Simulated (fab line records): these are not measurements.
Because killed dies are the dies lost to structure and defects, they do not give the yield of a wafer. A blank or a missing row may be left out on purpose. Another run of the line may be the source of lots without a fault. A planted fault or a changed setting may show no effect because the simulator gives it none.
fab line records	flow sky130
record: lots: 13	wafers: 39	lastDay: 50
route steps=708 shown FIELD_ISO@14 NWELL@76 VT_ADJUST_LVTN@106 VT_ADJUST_NCORE@126
lots with no fault: from the same line, run without faults
startH: the number of hours between the record's first day and the start of the first shown wafer of the lot	waitH: hours from the lot's prior step to this one	" same as the row above	L1.1+2: several wafers, shown together as one row	- no value present, or no start provided	* or withheld: withheld	< > ~ a bound
route shown NAME@n: NAME is a module with steps in the file, n the number in the route of the first one	usual: the fault-free wafers' mean and standard deviation	same: alike in all rows	chamber/n: place in a boat	sites: each site's reading	_std_site: standard deviation of those values	_edge_site: outer sites' mean less inner sites'	radiusMm: for every site, how far away it sits from the centre of the wafer	mask NAME#n: copy n	behind: the most recent tool/chamber to have shaped the wafer	hold: why the lot was held/for how many hours/how that ended	device: transistor that didn't switch, given as n, p or np	end of line: tests run on the same wafers once the route is complete	a step with no rows: only its recipe	killed: at the first sort, the dies lost to defects and structure; wafer yield is something else	map: shows each die of a wafer: x if killed, . if not, _ if none is there
set.NAME: the setting the step ran with; set.NAME@STEP: the setting that earlier step ran with	model.NAME: the simulator's own value behind a step, which no gauge read
route steps across a sampled set of lots; one table per step, one row per wafer
services: from which hour (startH, from the record's first day; less than 0 if before it) a tool's chamber was out of use, for how many hours, and why
== steps ==
step: SKY_FIELD_ISO_CD_MEAS_13
recipe: targetCdNm: 150
usual: cdNm: 149.6/1.2
lot.wafer	tool	chamber	startH	waitH	cdNm
L844.2	cdSem-02	-	28.50	-	149.6
L844.3	"	-	"	"	150.0
L844.5	"	-	"	"	149.9
L845.2	cdSem-01	-	32.94	-	150.9
L845.4	"	-	"	"	151.4
L845.5	"	-	"	"	150.2
L847.1	cdSem-01	-	45.46	-	148.2
L847.2	"	-	"	"	148.8
L847.3	"	-	"	"	148.1
L848.1	cdSem-01	-	49.25	-	150.9
L848.3	"	-	"	"	150.7
L848.6	"	-	"	"	150.1
L849.3	cdSem-01	-	54.24	-	150.6
L849.5	"	-	"	"	150.4
L849.6	"	-	"	"	151.2
L850.2	cdSem-01	-	58.88	-	149.4
L850.5	"	-	"	"	149.8
L850.6	"	-	"	"	149.9
L852.1	cdSem-01	-	72.07	-	149.7
L852.2	"	-	"	"	149.3
L852.3	"	-	"	"	148.9
L854.2	cdSem-01	-	83.52	-	150.0
L854.4	"	-	"	"	150.9
L854.5	"	-	"	"	151.0
L855.3	cdSem-01	-	87.31	-	148.4
L855.4	"	-	"	"	149.6
L855.5	"	-	"	"	149.1
L858.1	cdSem-02	-	102.10	-	149.0
L858.5	"	-	"	"	150.1
L858.6	"	-	"	"	149.2
L859.2	cdSem-02	-	106.73	-	148.4
L859.4	"	-	"	"	149.0
L859.5	"	-	"	"	148.7
L860.1	cdSem-01	-	111.52	-	147.7
L860.2	"	-	"	"	148.7
L860.6	"	-	"	"	150.0
L865.2	cdSem-01	-	146.04	-	149.6
L865.5	"	-	"	"	150.1
L865.6	"	-	"	"	150.7
step: SKY_NWELL_OVL_MEAS_23
usual: NWELL_01_OVL: -0.9/1.3
lot.wafer	tool	chamber	startH	waitH	NWELL_01_OVL[nm]
L844.2	overlay-02	-	100.27	-	0.0
L844.3	"	-	"	"	-0.6
L844.5	"	-	"	"	0.0
L845.2	overlay-02	-	102.22	-	0.3
L845.4	"	-	"	"	-2.3
L845.5	"	-	"	"	-0.1
L847.1	overlay-02	-	129.30	-	0.5
L847.2	"	-	"	"	1.7
L847.3	"	-	"	"	0.4
L848.1	overlay-01	-	133.31	-	-0.7
L848.3	"	-	"	"	-0.2
L848.6	"	-	"	"	-2.6
L850.2	overlay-02	-	141.81	-	-1.3
L850.5	"	-	"	"	-2.1
L850.6	"	-	"	"	-1.6
L849.3	overlay-01	-	143.28	-	-0.9
L849.5	"	-	"	"	-0.8
L849.6	"	-	"	"	-2.6
L852.1	overlay-01	-	154.46	-	-0.7
L852.2	"	-	"	"	-2.2
L852.3	"	-	"	"	-1.8
L854.2	overlay-01	-	165.12	-	0.8
L854.4	"	-	"	"	-1.7
L854.5	"	-	"	"	1.7
L855.3	overlay-01	-	170.68	-	-2.4
L855.4	"	-	"	"	-0.9
L855.5	"	-	"	"	-1.7
L858.1	overlay-02	-	186.01	-	0.5
L858.5	"	-	"	"	-0.7
L858.6	"	-	"	"	-0.7
L859.2	overlay-02	-	191.52	-	-1.6
L859.4	"	-	"	"	-1.2
L859.5	"	-	"	"	-1.2
L860.1	overlay-02	-	198.76	-	0.0
L860.2	"	-	"	"	-1.9
L860.6	"	-	"	"	-0.9
L865.2	overlay-01	-	238.92	-	-1.9
L865.5	"	-	"	"	-1.6
L865.6	"	-	"	"	-2.0
step: SKY_VT_ADJUST_LVTN_STRIP_09
recipe: chemistry: O2/N2	powerW: 1400	pressureMtorr: 1500	platenTempC: withheld	o2FlowSccm: 3000	n2FlowSccm: 300	overashFraction: 0.5
usual: chamberPressureMTorr: 1500.1/1.3	drypumpMotorCurrentA: 5.8/0.51	oesProductAu: 0.722/0.0047	stripTimeToEndpointS: 36.99/0.11
lot.wafer	tool	chamber	startH	waitH	chamberPressureMTorr	drypumpMotorCurrentA	oesProductAu	rfHoursCounterH	stripTimeToEndpointS
L844.2	plasmaAsher-02	0	137.84	0.1	1500.8	5.7	0.730	46	37.07
L844.3	"	1	"	"	1499.0	5.7	0.718	-	37.07
L844.5	"	0	"	"	1502.0	5.7	0.724	-	37.14
L845.2	plasmaAsher-02	1	139.14	0.1	1499.3	5.8	0.723	47	37.04
L845.4	"	1	"	"	1502.8	5.8	0.715	-	37.07
L845.5	"	0	"	"	1498.5	5.7	0.723	-	37.11
L847.1	plasmaAsher-04	0	169.84	0.1	1501.0	6.6	0.721	35	37.09
L847.2	"	1	"	"	1500.0	5.3	0.725	35	37.12
L847.3	"	0	"	"	1500.2	6.6	0.730	-	37.11
L848.1	plasmaAsher-01	1	174.49	0.1	1500.8	5.0	0.724	49	36.94
L848.3	"	1	"	"	1499.3	5.0	0.716	-	36.89
L848.6	"	0	"	"	1498.8	5.7	0.724	-	36.82
L850.2	plasmaAsher-04	0	182.46	0.1	1499.7	6.7	0.721	36	37.14
L850.5	"	0	"	"	1500.2	6.6	0.720	-	37.18
L850.6	"	1	"	"	1499.0	5.4	0.721	-	37.16
L849.3	plasmaAsher-04	1	184.33	0.1	1499.5	5.4	0.717	-	37.05
L849.5	"	0	"	"	1498.4	6.6	0.717	-	36.99
L849.6	"	1	"	"	1501.1	5.4	0.723	-	36.98
L852.1	plasmaAsher-02	0	196.45	0.1	1500.9	5.8	0.723	51	36.94
L852.2	"	1	"	"	1500.3	5.8	0.726	51	37.04
L852.3	"	1	"	"	1499.1	5.8	0.722	-	37.00
L854.2	plasmaAsher-04	0	208.24	0.1	1499.7	6.5	0.719	38	37.04
L854.4	"	1	"	"	1498.0	5.4	0.722	-	36.87
L854.5	"	0	"	"	1501.6	6.6	0.722	-	36.87
L855.3	plasmaAsher-04	0	213.79	0.1	1503.6	6.6	0.726	-	37.06
L855.4	"	1	"	"	1499.9	5.4	0.725	-	37.03
L855.5	"	0	"	"	1500.6	6.6	0.731	-	37.06
L858.1	plasmaAsher-01	1	230.25	0.1	1497.4	5.0	0.717	55	37.09
L858.5	"	0	"	"	1500.9	5.7	0.715	-	37.12
L858.6	"	1	"	"	1501.6	5.0	0.719	-	37.09
L859.2	plasmaAsher-02	1	234.24	0.1	1500.2	5.8	0.720	55	37.02
L859.4	"	0	"	"	1499.6	5.7	0.723	-	36.92
L859.5	"	0	"	"	1501.5	5.7	0.713	-	36.96
L860.1	plasmaAsher-04	0	243.25	0.1	1498.2	6.6	0.728	42	36.81
L860.2	"	1	"	"	1499.7	5.4	0.721	42	36.91
L860.6	"	1	"	"	1498.5	5.4	0.730	-	36.80
L865.2	plasmaAsher-01	0	286.76	0.1	1497.7	5.7	0.895	61	-
L865.5	"	1	"	"	1480.9	4.9	0.880	-	-
L865.6	"	0	"	"	1497.6	5.7	0.825	-	-
step: SKY_VT_ADJUST_LVTN_STRIP_20
recipe: chemistry: O2/N2	powerW: 1400	pressureMtorr: 1500	platenTempC: withheld	o2FlowSccm: 3000	n2FlowSccm: 300	overashFraction: 0.5
usual: chamberPressureMTorr: 1499.9/1.4	drypumpMotorCurrentA: 5.8/0.52	oesProductAu: 0.716/0.0044	stripTimeToEndpointS: 14.19/0.041
lot.wafer	tool	chamber	startH	waitH	chamberPressureMTorr	drypumpMotorCurrentA	oesProductAu	rfHoursCounterH	stripTimeToEndpointS
L844.2	plasmaAsher-04	1	156.89	0.1	1501.0	5.4	0.715	34	14.15
L844.3	"	0	"	"	1497.0	6.6	0.714	-	14.17
L844.5	"	1	"	"	1499.3	5.4	0.722	-	14.21
L845.2	plasmaAsher-04	1	158.45	0.1	1499.9	5.4	0.719	34	14.20
L845.4	"	0	"	"	1500.5	6.6	0.715	-	14.17
L845.5	"	0	"	"	1503.8	6.6	0.718	-	14.23
L847.1	plasmaAsher-01	0	191.15	0.1	1500.6	5.7	0.706	51	14.22
L847.2	"	1	"	"	1499.1	5.0	0.720	51	14.20
L847.3	"	1	"	"	1501.1	5.0	0.723	-	14.18
L848.1	plasmaAsher-02	0	195.10	0.1	1500.9	5.7	0.721	51	14.24
L848.3	"	0	"	"	1498.1	5.7	0.719	-	14.24
L848.6	"	0	"	"	1497.3	5.7	0.707	-	14.23
L850.2	plasmaAsher-04	0	203.30	0.1	1500.6	6.6	0.715	38	14.25
L850.5	"	0	"	"	1499.8	6.6	0.713	-	14.16
L850.6	"	1	"	"	1498.1	5.4	0.713	-	14.21
L849.3	plasmaAsher-02	0	204.63	0.1	1499.0	5.7	0.721	-	14.23
L849.5	"	1	"	"	1497.7	5.8	0.718	-	14.20
L849.6	"	0	"	"	1500.0	5.7	0.720	-	14.23
L852.1	plasmaAsher-01	0	217.80	0.1	1501.9	5.7	0.721	54	14.16
L852.2	"	1	"	"	1499.3	5.0	0.719	54	14.18
L852.3	"	1	"	"	1498.9	4.9	0.715	-	14.19
L854.2	plasmaAsher-04	0	230.55	0.1	1500.2	6.6	0.718	41	14.21
L854.4	"	1	"	"	1501.6	5.4	0.722	-	14.18
L854.5	"	0	"	"	1497.9	6.6	0.718	-	14.23
L855.3	plasmaAsher-04	1	235.19	0.1	1501.2	5.4	0.706	-	14.22
L855.4	"	0	"	"	1502.0	6.6	0.716	-	14.23
L855.5	"	0	"	"	1500.0	6.6	0.719	-	14.20
L858.1	plasmaAsher-04	1	252.21	0.1	1498.5	5.4	0.706	44	14.17
L858.5	"	1	"	"	1500.2	5.4	0.711	-	14.21
L858.6	"	0	"	"	1501.3	6.6	0.709	-	14.23
L859.2	plasmaAsher-01	0	256.75	0.1	1500.4	5.7	0.713	58	14.21
L859.4	"	0	"	"	1498.3	5.7	0.716	-	14.25
L859.5	"	1	"	"	1501.5	4.9	0.713	-	14.18
L860.1	plasmaAsher-02	0	266.61	0.1	1499.3	5.7	0.712	59	14.16
L860.2	"	1	"	"	1497.4	5.8	0.714	59	14.16
L860.6	"	0	"	"	1497.2	5.7	0.719	-	14.13
L865.2	plasmaAsher-04	1	311.60	0.1	1498.7	5.4	0.727	49	50.46
L865.5	"	0	"	"	1500.1	6.6	0.726	-	50.52
L865.6	"	1	"	"	1500.3	5.4	0.729	-	50.59
step: SKY_VT_ADJUST_LVTN_TW_MEAS_21
usual: VT_ADJUST_LVTN_2_TW: 186.2/1.5
lot.wafer	tool	chamber	startH	waitH	VT_ADJUST_LVTN_2_TW
L844.2	filmMetro-02	-	157.00	0.1	186.2
L844.3	"	-	"	"	187.3
L844.5	"	-	"	"	186.4
L845.2	filmMetro-01	-	158.56	0.1	184.4
L845.4	"	-	"	"	183.2
L845.5	"	-	"	"	183.2
L847.1	filmMetro-02	-	191.25	0.1	188.0
L847.2	"	-	"	"	188.7
L847.3	"	-	"	"	189.5
L848.1	filmMetro-01	-	195.20	0.1	186.5
L848.3	"	-	"	"	186.0
L848.6	"	-	"	"	186.6
L850.2	filmMetro-04	-	203.41	0.1	186.5
L850.5	"	-	"	"	185.8
L850.6	"	-	"	"	186.4
L849.3	filmMetro-02	-	204.72	0.1	186.9
L849.5	"	-	"	"	186.5
L849.6	"	-	"	"	187.5
L852.1	filmMetro-02	-	217.90	0.1	187.8
L852.2	"	-	"	"	188.6
L852.3	"	-	"	"	188.2
L854.2	filmMetro-02	-	230.66	0.1	188.1
L854.4	"	-	"	"	187.0
L854.5	"	-	"	"	187.6
L855.3	filmMetro-01	-	235.28	0.1	185.5
L855.4	"	-	"	"	186.4
L855.5	"	-	"	"	184.2
L858.1	filmMetro-01	-	252.31	0.1	185.4
L858.5	"	-	"	"	185.8
L858.6	"	-	"	"	186.3
L859.2	filmMetro-04	-	256.86	0.1	186.3
L859.4	"	-	"	"	185.9
L859.5	"	-	"	"	185.1
L860.1	filmMetro-04	-	266.71	0.1	187.1
L860.2	"	-	"	"	186.0
L860.6	"	-	"	"	185.0
L865.2	filmMetro-01	-	311.71	0.1	29.4
L865.5	"	-	"	"	29.4
L865.6	"	-	"	"	29.5
step: SKY_VT_ADJUST_NCORE_CD_MEAS_07
recipe: targetCdNm: 380
usual: cdNm: 379.3/2.7
lot.wafer	tool	chamber	startH	waitH	cdNm
L844.2	cdSem-02	-	177.33	0.1	379.6
L844.3	"	-	"	"	380.0
L844.5	"	-	"	"	380.8
L845.2	cdSem-01	-	178.64	0.1	386.6
L845.4	"	-	"	"	386.2
L845.5	"	-	"	"	387.1
L847.1	cdSem-01	-	211.81	0.1	378.2
L847.2	"	-	"	"	374.0
L847.3	"	-	"	"	374.8
L848.1	cdSem-01	-	215.01	0.1	376.4
L848.3	"	-	"	"	376.1
L848.6	"	-	"	"	376.4
L850.2	cdSem-02	-	224.63	0.1	380.3
L850.5	"	-	"	"	381.0
L850.6	"	-	"	"	381.5
L849.3	cdSem-02	-	225.50	0.1	376.3
L849.5	"	-	"	"	373.7
L849.6	"	-	"	"	375.8
L852.1	cdSem-01	-	240.16	0.1	379.7
L852.2	"	-	"	"	379.6
L852.3	"	-	"	"	378.4
L854.2	cdSem-02	-	252.58	0.1	377.3
L854.4	"	-	"	"	377.3
L854.5	"	-	"	"	378.7
L855.3	cdSem-02	-	257.50	0.1	380.4
L855.4	"	-	"	"	379.9
L855.5	"	-	"	"	381.1
L858.1	cdSem-01	-	275.51	0.1	376.6
L858.5	"	-	"	"	374.7
L858.6	"	-	"	"	376.6
L859.2	cdSem-02	-	281.39	0.1	381.7
L859.4	"	-	"	"	381.6
L859.5	"	-	"	"	383.0
L860.1	cdSem-01	-	291.57	0.1	379.7
L860.2	"	-	"	"	379.8
L860.6	"	-	"	"	381.1
L865.2	cdSem-02	-	337.64	0.1	382.4
L865.5	"	-	"	"	380.9
L865.6	"	-	"	"	381.1
== services ==
tool	chamber	startH	hours	kind
plasmaAsher-02	-	143.26	14.6	pm
plasmaAsher-04	-	160.43	8.6	repair
== key ==
firstSign: step: SKY_VT_ADJUST_LVTN_STRIP_09	reading: oesProductAu	direction: up	sigmas: 31	usual: 0.722	struck: 0.867
effect: step: SKY_VT_ADJUST_LVTN_STRIP_09	reading: chamberPressureMTorr	direction: down	sigmas: 6.1	usual: 1500.1	struck: 1492.1	wafersMoved: 2
effect: step: SKY_VT_ADJUST_LVTN_STRIP_20	reading: stripTimeToEndpointS	direction: up	sigmas: 99+	usual: *	struck: *
effect: step: SKY_VT_ADJUST_LVTN_TW_MEAS_21	reading: VT_ADJUST_LVTN_2_TW	direction: down	sigmas: 99+	usual: 186.2	struck: 29.4
metAt SKY_VT_ADJUST_LVTN_STRIP_09
struckLots L865
sortLeftOut L865.2,L865.5,L865.6
testerLeftOut L865
notActingAt SKY_FIELD_ISO_CD_MEAS_13,SKY_NWELL_OVL_MEAS_23,SKY_VT_ADJUST_NCORE_CD_MEAS_07
onsetBetween 230.25 286.76
fault: kind: stripAborted	tool: plasmaAsher-01	chamber: -	onsetH: 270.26	steps: SKY_VT_ADJUST_LVTN_STRIP_09	offset: 1	endH: 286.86
testerLeftOut: of these lots the tester's yield and bins aren't shown, on N5 and GAA mostly nor the transistor test; their killed dies are dies lost to structure and defects alone, not to doping, threshold or leakage, so they don't give the yield
sortLeftOut: the simulated sort isn't trusted on such a fault, so these wafers' sort isn't shown, and their yield isn't known
